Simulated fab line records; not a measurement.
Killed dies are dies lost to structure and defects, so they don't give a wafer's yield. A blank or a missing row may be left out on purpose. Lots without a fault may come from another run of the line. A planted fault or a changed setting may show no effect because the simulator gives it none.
Which tool did it? :: flow sky130 :: 11 lots, 33 wafers sampled, at 6 steps of a route of 708

## WHAT THE GAUGES READ, wafer by wafer
SKY_VIA4_RS_MEAS_19: uses a four-point probe to measure. Usual: VIA4_W_RS gives 0.2246 ohm/sq (standard deviation 0.0024).
lot: L919
measured: day 42 21:43
on: film_metro-01
VIA4_W_RS (ohm/sq): 0.2233 0.2239 0.2203
flag: 

lot: L921
measured: day 43 09:32
on: film_metro-04
VIA4_W_RS (ohm/sq): 0.2280 0.2299 0.2256
flag: 

lot: L922
measured: day 43 21:08
on: film_metro-02
VIA4_W_RS (ohm/sq): 0.2264 0.2257 0.2257
flag: 

lot: L924
measured: day 44 11:31
on: film_metro-02
VIA4_W_RS (ohm/sq): 0.2236 0.2255 0.2255
flag: 

lot: L926
measured: day 45 21:22
on: film_metro-01
VIA4_W_RS (ohm/sq): 0.2213 0.2225 0.2228
flag: 

lot: L931
measured: day 46 07:47
on: film_metro-01
VIA4_W_RS (ohm/sq): 0.2234 0.2248 0.2240
flag: 

lot: L932
measured: day 46 16:01
on: film_metro-02
VIA4_W_RS (ohm/sq): 0.2264 0.2296 0.2233
flag: 

lot: L934
measured: day 47 01:32
on: film_metro-02
VIA4_W_RS (ohm/sq): 0.2236 0.2242 0.2253
flag: 

lot: L935
measured: day 47 07:29
on: film_metro-02
VIA4_W_RS (ohm/sq): 0.2297 0.2461 0.2281
flag: OFF

lot: L937
measured: day 47 13:50
on: film_metro-02
VIA4_W_RS (ohm/sq): 0.2259 0.2271 0.2252
flag: 

lot: L938
measured: day 47 17:49
on: film_metro-04
VIA4_W_RS (ohm/sq): 0.2461 0.2476 0.2284
flag: OFF

SKY_VIA4_THK_MEAS_20: measures by xrf. Usual: VIA4_W_THK gives 494 nm (standard deviation 6.6).
lot: L919
measured: day 42 21:49
on: film_metro-01
VIA4_W_THK (nm): 498 500 504
flag: 

lot: L921
measured: day 43 09:39
on: film_metro-04
VIA4_W_THK (nm): 481 479 485
flag: 

lot: L922
measured: day 43 21:15
on: film_metro-02
VIA4_W_THK (nm): 489 490 488
flag: 

lot: L924
measured: day 44 11:37
on: film_metro-02
VIA4_W_THK (nm): 503 495 494
flag: 

lot: L926
measured: day 45 21:29
on: film_metro-01
VIA4_W_THK (nm): 504 498 504
flag: 

lot: L931
measured: day 46 07:55
on: film_metro-01
VIA4_W_THK (nm): 496 495 497
flag: 

lot: L932
measured: day 46 16:08
on: film_metro-02
VIA4_W_THK (nm): 489 484 498
flag: 

lot: L934
measured: day 47 01:38
on: film_metro-02
VIA4_W_THK (nm): 496 491 491
flag: 

lot: L935
measured: day 47 07:35
on: film_metro-02
VIA4_W_THK (nm): 482 450 487
flag: OFF

lot: L937
measured: day 47 13:58
on: film_metro-02
VIA4_W_THK (nm): 491 490 492
flag: 

lot: L938
measured: day 47 17:55
on: film_metro-04
VIA4_W_THK (nm): 450 447 485
flag: OFF

## WHAT TOOL EACH LOT RAN ON (gives the tool, then ch and the chambers of the sampled wafers, and finally the start)
lot: L919
SKY_METAL4_SPUTTER_00: pvd_sputter-01, day 39 17:59
SKY_METAL4_SPUTTER_04: pvd_sputter-01, day 39 18:05
SKY_METAL4_ETCH_16: rie_metal-04 ch 1, day 41 19:46
SKY_VIA4_CVD_18: cvd_w-02 ch 0,1, day 42 21:32

lot: L921
SKY_METAL4_SPUTTER_00: pvd_sputter-04, day 40 08:37
SKY_METAL4_SPUTTER_04: pvd_sputter-04, day 40 08:43
SKY_METAL4_ETCH_16: rie_metal-02 ch 0, day 42 08:27
SKY_VIA4_CVD_18: cvd_w-01 ch 0,1, day 43 09:23

lot: L922
SKY_METAL4_SPUTTER_00: pvd_sputter-01, day 40 19:29
SKY_METAL4_SPUTTER_04: pvd_sputter-01, day 40 19:35
SKY_METAL4_ETCH_16: rie_metal-01 ch 0,1, day 42 19:52
SKY_VIA4_CVD_18: cvd_w-02 ch 0, day 43 20:59

lot: L924
SKY_METAL4_SPUTTER_00: pvd_sputter-01, day 41 12:17
SKY_METAL4_SPUTTER_04: pvd_sputter-01, day 41 12:23
SKY_METAL4_ETCH_16: rie_metal-04 ch 0,1, day 43 11:07
SKY_VIA4_CVD_18: cvd_w-01 ch 0,1, day 44 11:20

lot: L926
SKY_METAL4_SPUTTER_00: pvd_sputter-01, day 42 23:05
SKY_METAL4_SPUTTER_04: pvd_sputter-01, day 42 23:11
SKY_METAL4_ETCH_16: rie_metal-01 ch 0,1, day 44 21:34
SKY_VIA4_CVD_18: cvd_w-02 ch 0,1, day 45 21:13

lot: L931
SKY_METAL4_SPUTTER_00: pvd_sputter-01, day 43 09:41
SKY_METAL4_SPUTTER_04: pvd_sputter-01, day 43 09:47
SKY_METAL4_ETCH_16: rie_metal-04 ch 0,1, day 45 08:04
SKY_VIA4_CVD_18: cvd_w-01 ch 0,1, day 46 07:38

lot: L932
SKY_METAL4_SPUTTER_00: pvd_sputter-02, day 43 19:20
SKY_METAL4_SPUTTER_04: pvd_sputter-02, day 43 19:27
SKY_METAL4_ETCH_16: rie_metal-04 ch 0,1, day 45 16:55
SKY_VIA4_CVD_18: cvd_w-02 ch 0,1, day 46 15:50

lot: L934
SKY_METAL4_SPUTTER_00: pvd_sputter-01, day 44 05:53
SKY_METAL4_SPUTTER_04: pvd_sputter-01, day 44 06:00
SKY_METAL4_ETCH_16: rie_metal-04 ch 0,1, day 46 02:42
SKY_VIA4_CVD_18: cvd_w-01 ch 0,1, day 47 01:24

lot: L935
SKY_METAL4_SPUTTER_00: pvd_sputter-04, day 44 14:05
SKY_METAL4_SPUTTER_04: pvd_sputter-04, day 44 14:12
SKY_METAL4_ETCH_16: rie_metal-04 ch 0,1, day 46 09:21
SKY_VIA4_CVD_18: cvd_w-02 ch 0,1, day 47 07:21

lot: L937
SKY_METAL4_SPUTTER_00: pvd_sputter-04, day 44 19:59
SKY_METAL4_SPUTTER_04: pvd_sputter-04, day 44 20:05
SKY_METAL4_ETCH_16: rie_metal-02 ch 0,1, day 46 15:37
SKY_VIA4_CVD_18: cvd_w-01 ch 0,1, day 47 13:41

lot: L938
SKY_METAL4_SPUTTER_00: pvd_sputter-01, day 45 01:34
SKY_METAL4_SPUTTER_04: pvd_sputter-01, day 45 01:40
SKY_METAL4_ETCH_16: rie_metal-01 ch 0,1, day 46 20:23
SKY_VIA4_CVD_18: cvd_w-02 ch 0,1, day 47 17:38
- SKY_METAL4_SPUTTER_00: material Ti, target thk 15 nm, time 10 s.
- SKY_METAL4_SPUTTER_04: material TiN, target thk 70 nm, time 58.3 s.
- SKY_METAL4_ETCH_16: etches BARC in N2/H2, stops on SiO2, time 88.2 s, target depth 60 nm.
- SKY_VIA4_CVD_18: deposits W, target thk 505 nm, time 152.14 s.

## WHAT THE TOOLS THEMSELVES READ (means of the sampled wafers that have a number; where no wafer has one, the mark that the record gives instead)
SKY_METAL4_SPUTTER_00. Usual: throttle_valve_pct reads 30.2 % (standard deviation 1.1).
lot: L919
tool: pvd_sputter-01
throttle_valve_pct (%): 30.3
flag: 

lot: L921
tool: pvd_sputter-04
throttle_valve_pct (%): 30.0
flag: 

lot: L922
tool: pvd_sputter-01
throttle_valve_pct (%): 30.6
flag: 

lot: L924
tool: pvd_sputter-01
throttle_valve_pct (%): 30.9
flag: 

lot: L926
tool: pvd_sputter-01
throttle_valve_pct (%): 30.7
flag: 

lot: L931
tool: pvd_sputter-01
throttle_valve_pct (%): 30.8
flag: 

lot: L932
tool: pvd_sputter-02
throttle_valve_pct (%): 29.5
flag: 

lot: L934
tool: pvd_sputter-01
throttle_valve_pct (%): 30.5
flag: 

lot: L935
tool: pvd_sputter-04
throttle_valve_pct (%): 29.8
flag: 

lot: L937
tool: pvd_sputter-04
throttle_valve_pct (%): 29.4
flag: 

lot: L938
tool: pvd_sputter-01
throttle_valve_pct (%): 31.1
flag: 

SKY_METAL4_SPUTTER_04. Usual: throttle_valve_pct reads 30.2 % (standard deviation 1.1).
lot: L919
tool: pvd_sputter-01
throttle_valve_pct (%): 30.3
flag: 

lot: L921
tool: pvd_sputter-04
throttle_valve_pct (%): 29.8
flag: 

lot: L922
tool: pvd_sputter-01
throttle_valve_pct (%): 30.6
flag: 

lot: L924
tool: pvd_sputter-01
throttle_valve_pct (%): 30.9
flag: 

lot: L926
tool: pvd_sputter-01
throttle_valve_pct (%): 30.6
flag: 

lot: L931
tool: pvd_sputter-01
throttle_valve_pct (%): 30.6
flag: 

lot: L932
tool: pvd_sputter-02
throttle_valve_pct (%): 29.7
flag: 

lot: L934
tool: pvd_sputter-01
throttle_valve_pct (%): 30.4
flag: 

lot: L935
tool: pvd_sputter-04
throttle_valve_pct (%): 29.9
flag: 

lot: L937
tool: pvd_sputter-04
throttle_valve_pct (%): 29.5
flag: 

lot: L938
tool: pvd_sputter-01
throttle_valve_pct (%): 31.0
flag: 

SKY_METAL4_ETCH_16. Usual: drypump_motor_current_A 6.0 A, standard deviation 0.33; oes_product_au 0.626 a.u., standard deviation 0.0048; throttle_valve_pct 13.205 %, standard deviation 0.0093.
lot: L919
tool: rie_metal-04
drypump_motor_current_A (A): 5.7
oes_product_au (a.u.): 0.626
throttle_valve_pct (%): 13.209
flag: 

lot: L921
tool: rie_metal-02
drypump_motor_current_A (A): 6.5
oes_product_au (a.u.): 0.624
throttle_valve_pct (%): 13.208
flag: 

lot: L922
tool: rie_metal-01
drypump_motor_current_A (A): 6.2
oes_product_au (a.u.): 0.628
throttle_valve_pct (%): 13.207
flag: 

lot: L924
tool: rie_metal-04
drypump_motor_current_A (A): 5.7
oes_product_au (a.u.): 0.625
throttle_valve_pct (%): 13.209
flag: 

lot: L926
tool: rie_metal-01
drypump_motor_current_A (A): 6.2
oes_product_au (a.u.): 0.627
throttle_valve_pct (%): 13.203
flag: 

lot: L931
tool: rie_metal-04
drypump_motor_current_A (A): 5.7
oes_product_au (a.u.): 0.623
throttle_valve_pct (%): 13.203
flag: 

lot: L932
tool: rie_metal-04
drypump_motor_current_A (A): 5.7
oes_product_au (a.u.): 0.628
throttle_valve_pct (%): 13.215
flag: 

lot: L934
tool: rie_metal-04
drypump_motor_current_A (A): 5.7
oes_product_au (a.u.): 0.622
throttle_valve_pct (%): 13.206
flag: 

lot: L935
tool: rie_metal-04
drypump_motor_current_A (A): 5.7
oes_product_au (a.u.): 0.629
throttle_valve_pct (%): 13.208
flag: 

lot: L937
tool: rie_metal-02
drypump_motor_current_A (A): 6.4
oes_product_au (a.u.): 0.627
throttle_valve_pct (%): 13.206
flag: 

lot: L938
tool: rie_metal-01
drypump_motor_current_A (A): 6.2
oes_product_au (a.u.): 0.624
throttle_valve_pct (%): 13.199
flag: 

SKY_VIA4_CVD_18. Usual: heater_power_w 876 W, standard deviation 58; susceptor_temp_C 400.05 C, standard deviation 0.25.
lot: L919
tool: cvd_w-02
heater_power_w (W): 895
susceptor_temp_C (C): 399.88
flag: 

lot: L921
tool: cvd_w-01
heater_power_w (W): 870
susceptor_temp_C (C): 399.76
flag: 

lot: L922
tool: cvd_w-02
heater_power_w (W): 930
susceptor_temp_C (C): 400.09
flag: 

lot: L924
tool: cvd_w-01
heater_power_w (W): 900
susceptor_temp_C (C): 400.33
flag: 

lot: L926
tool: cvd_w-02
heater_power_w (W): 895
susceptor_temp_C (C): 399.93
flag: 

lot: L931
tool: cvd_w-01
heater_power_w (W): 896
susceptor_temp_C (C): 399.93
flag: 

lot: L932
tool: cvd_w-02
heater_power_w (W): 859
susceptor_temp_C (C): 400.00
flag: 

lot: L934
tool: cvd_w-01
heater_power_w (W): 876
susceptor_temp_C (C): 399.80
flag: 

lot: L935
tool: cvd_w-02
heater_power_w (W): 891
susceptor_temp_C (C): 398.24
flag: OFF

lot: L937
tool: cvd_w-01
heater_power_w (W): 876
susceptor_temp_C (C): 399.99
flag: 

lot: L938
tool: cvd_w-02
heater_power_w (W): 817
susceptor_temp_C (C): 396.09
flag: OFF

## THE ANSWER, worked out from the rows above alone
Rule: a lot is off if the mean of its wafers that have a number lies more than 3 standard deviations from the usual mean. A lot without any number at a reading at which 4 lots or more have one is off too. All remaining lots with rows at the step are treated as sound. Order of review: gauges by route order, followed by the tools' own readings, for which a lot's mean as printed above is used. The first step at which some lot is off is used, and at that step the reading that is off furthest; a lot without a number counts as furthest.
Off: L935, L938, at SKY_VIA4_RS_MEAS_19 (VIA4_W_RS).
If a tool, at a process step before that reading, ran all the lots that are off and no sound lot after the first of them, it fits. Not tried: the gauges at SKY_VIA4_RS_MEAS_19; whatever is off there is also off at SKY_VIA4_CVD_18, on other tools, and gauge error can't account for it. One fits: cvd_w-02 at SKY_VIA4_CVD_18. A fault onset in the window from L932 (day 46 15:50, its last sound lot) to L935 (day 47 07:21, its first lot off) fits.
The tool's own readings at SKY_VIA4_CVD_18 bear it out: on the lots that are off they differ by more than 5 times the standard deviation of the sound lots' means. susceptor_temp_C reads 397.16 C there against 399.97 C on the sound lots.

## WHAT THE SIMULATOR HAD PUT IN
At SKY_VIA4_CVD_18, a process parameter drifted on cvd_w-02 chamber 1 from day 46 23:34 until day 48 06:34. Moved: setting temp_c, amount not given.
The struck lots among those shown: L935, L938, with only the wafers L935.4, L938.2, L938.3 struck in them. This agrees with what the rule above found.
